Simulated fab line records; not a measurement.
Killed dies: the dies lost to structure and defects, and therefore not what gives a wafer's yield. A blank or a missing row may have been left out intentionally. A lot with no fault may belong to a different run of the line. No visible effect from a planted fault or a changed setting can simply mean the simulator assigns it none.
A lot that was struck, set against a sound lot	flow sky130	21 steps out of a route of 708
Sound: the wafers L889.2, L889.3, L889.6. The struck wafers were L909.3, L909.5, L909.6. The cause is named last.
Per side, at each step with rows, come the tool, then ch with its chambers, and then its first start. Under that, the readings that differ: sound wafers	struck wafers	difference of the means	sigmas: that difference in standard deviations of wafers without a fault.
alike: same words and numbers on both sides, and readings whose means sit less than 2 such deviations apart. not compared: any withheld reading, any reading some wafer has no value for, any bound like >300 that may hide the same value, and any number with overlapping values for which the record gives no deviation.
Wherever a step has rows on one side only, a row that says differs or no value, or a row with sigmas, the two part there. Numbers that don't overlap but have no deviation are shown without sigmas and don't part them. Lack of a reading on every wafer of one side parts them only where that side has two or more wafers.

first, 5 steps without rows for these wafers: SKY_VT_ADJUST_LVTN_COAT_02 (resist thk 3000 nm); SKY_VT_ADJUST_LVTN_SOFTBAKE_03; SKY_VT_ADJUST_LVTN_EXPOSE_04 (exposes mask NWM COMPLEMENT LESS NATIVE, target cd 840 nm); SKY_VT_ADJUST_LVTN_PEB_05; SKY_VT_ADJUST_LVTN_DEVELOP_06 (develop time 60 s).
SKY_VT_ADJUST_LVTN_OVL_MEAS_07:
  sound: overlay-02 at day 7 02:01; struck: overlay-01 at day 12 21:25
  alike: VT_ADJUST_LVTN_OVL
after that, 1 step had no rows for these wafers: SKY_VT_ADJUST_LVTN_IMPLANT_08.
SKY_VT_ADJUST_LVTN_STRIP_09: strips in O2/N2.
  sound on plasmaAsher-04 ch 0,1, day 7 02:11; struck on plasmaAsher-01 ch 0,1, day 12 21:37
  alike: drypumpMotorCurrentA, oesProductAu, stripTimeToEndpointS
  not compared: rfHoursCounterH
SKY_VT_ADJUST_LVTN_TW_MEAS_10:
  sound: filmMetro-01 at day 7 02:18; struck: filmMetro-03 at day 12 21:43
reading	sound	struck	difference	sigmas
VT_ADJUST_LVTN_TW	237.4 236.1 236.7	241.4 242.2 243.3	+5.6	+3
then, 3 steps without rows for these wafers: SKY_VT_ADJUST_LVTN_DEHYDRATE_11 (time 60 s); SKY_VT_ADJUST_LVTN_HMDS_12 (prime time 60 s); SKY_VT_ADJUST_LVTN_COAT_13 (resist thk 1140 nm).
SKY_VT_ADJUST_LVTN_SOFTBAKE_14: time 60 s.
  sound on lithoTrack-02 ch 0, day 7 12:30; struck on lithoTrack-02 ch 0, day 13 09:23
reading	sound	struck	difference	sigmas
heaterPowerTotalW (W)	56.62 56.58 56.60	51.98 51.93 51.96	-4.64	-99 or more
plateTempC (C)	90.07 90.20 90.28	84.65 84.73 84.56	-5.54	-37
then, 2 steps without rows for these wafers: SKY_VT_ADJUST_LVTN_EXPOSE_15 (exposes mask HVN STD DERIVED, target cd 600 nm); SKY_VT_ADJUST_LVTN_PEB_16.
SKY_VT_ADJUST_LVTN_DEVELOP_17: develop time 60 s.
  sound on lithoTrack-02 ch 0, day 7 22:03; struck on lithoTrack-01 ch 0, day 13 22:54
reading	sound	struck	difference	sigmas
model.NOVOLAK_of_VT_ADJUST_LVTN_COAT_13.thkNm (nm)	1135 1143 1142	1152 1157 1153	+14	
SKY_VT_ADJUST_LVTN_OVL_MEAS_18:
  sound: overlay-01 at day 7 22:11; struck: overlay-01 at day 13 23:01
  alike: VT_ADJUST_LVTN_01_OVL
after that, 1 step had no rows for these wafers: SKY_VT_ADJUST_LVTN_IMPLANT_19.
SKY_VT_ADJUST_LVTN_STRIP_20: strips in O2/N2.
  sound on plasmaAsher-01 ch 0, day 7 22:22; struck on plasmaAsher-03 ch 0,1, day 13 23:13
reading	sound	struck	difference	sigmas
drypumpMotorCurrentA (A)	5.1 5.1 5.1	5.8 6.5 5.8	+0.9	+2
stripTimeToEndpointS (s)	14.11 14.21 14.20	14.28 14.35 14.30	+0.14	+4
  alike: oesProductAu
  not compared: rfHoursCounterH
SKY_VT_ADJUST_LVTN_TW_MEAS_21:
  sound: filmMetro-03 at day 7 22:29; struck: filmMetro-01 at day 13 23:19
reading	sound	struck	difference	sigmas
VT_ADJUST_LVTN_2_TW	189.8 190.0 189.3	185.7 187.0 186.9	-3.2	-2
-- a jump in the record: the struck wafers' starts before and after are 37 days apart (it breaks off in module VT_ADJUST_LVTN and resumes in module PAD_OPEN, where the first step shown is number 708 of the route) --
SKY_PAD_OPEN_PROBE_99:
  record: rows for the struck wafers here (prober-01, day 50 18:02), none for the sound ones

WHERE THEY PART
At SKY_VT_ADJUST_LVTN_TW_MEAS_10 first; at SKY_PAD_OPEN_PROBE_99 last (within this record only).

WHY: what the simulator had put in
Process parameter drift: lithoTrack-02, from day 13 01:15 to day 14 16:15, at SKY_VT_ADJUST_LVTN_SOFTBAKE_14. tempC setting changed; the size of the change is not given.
